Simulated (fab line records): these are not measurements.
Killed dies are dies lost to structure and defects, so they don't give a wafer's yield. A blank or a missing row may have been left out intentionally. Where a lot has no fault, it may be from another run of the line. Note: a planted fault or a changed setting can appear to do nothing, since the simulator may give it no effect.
What tool caused it? | flow sfq_line | 6 lots, 18 wafers sampled, at 1 step of a route of 325

== WHAT THE GAUGES READ, wafer by wafer ==
SFQ_M2_RS_MEAS_914: the measuring method here is four-point-probe.
lot  | measured     | on            | M2_NB_RS (ohm/sq)
L743 | day 16 13:43 | film_metro-03 | 0.884 0.883 0.885
L746 | day 17 22:18 | film_metro-03 | 0.898 0.887 0.889
L748 | day 18 19:09 | film_metro-04 | 0.897 0.896 0.902
L751 | day 20 04:29 | film_metro-04 | 0.890 0.886 0.889
L753 | day 20 13:05 | film_metro-01 | 0.880 0.891 0.886
L760 | day 23 16:55 | film_metro-03 | 0.895 0.882 0.907

== WHAT TOOL EACH LOT RAN ON (gives the tool, then ch and the chambers of the sampled wafers, and finally the start) ==
The record shows no process step preceding these readings.

== THE ANSWER, worked out from the rows above alone ==
Rule: what is usual is taken from the lots themselves. Put in order of their means at a reading, lots are off if they are a third of the lots or fewer, leave a main group of 4 or more, and stand apart from it by a gap of 3 or more times the standard deviation of the main group's means; of several such gaps the widest counts. Not used: any main group whose means are identical at the precision the tables above print for the reading. A lot without any number at a reading at which 4 lots or more have one is off too. All remaining lots with rows at the step are treated as sound.
Nothing can be told from this: no lot is off at any reading shown.

== WHAT THE SIMULATOR HAD PUT IN ==
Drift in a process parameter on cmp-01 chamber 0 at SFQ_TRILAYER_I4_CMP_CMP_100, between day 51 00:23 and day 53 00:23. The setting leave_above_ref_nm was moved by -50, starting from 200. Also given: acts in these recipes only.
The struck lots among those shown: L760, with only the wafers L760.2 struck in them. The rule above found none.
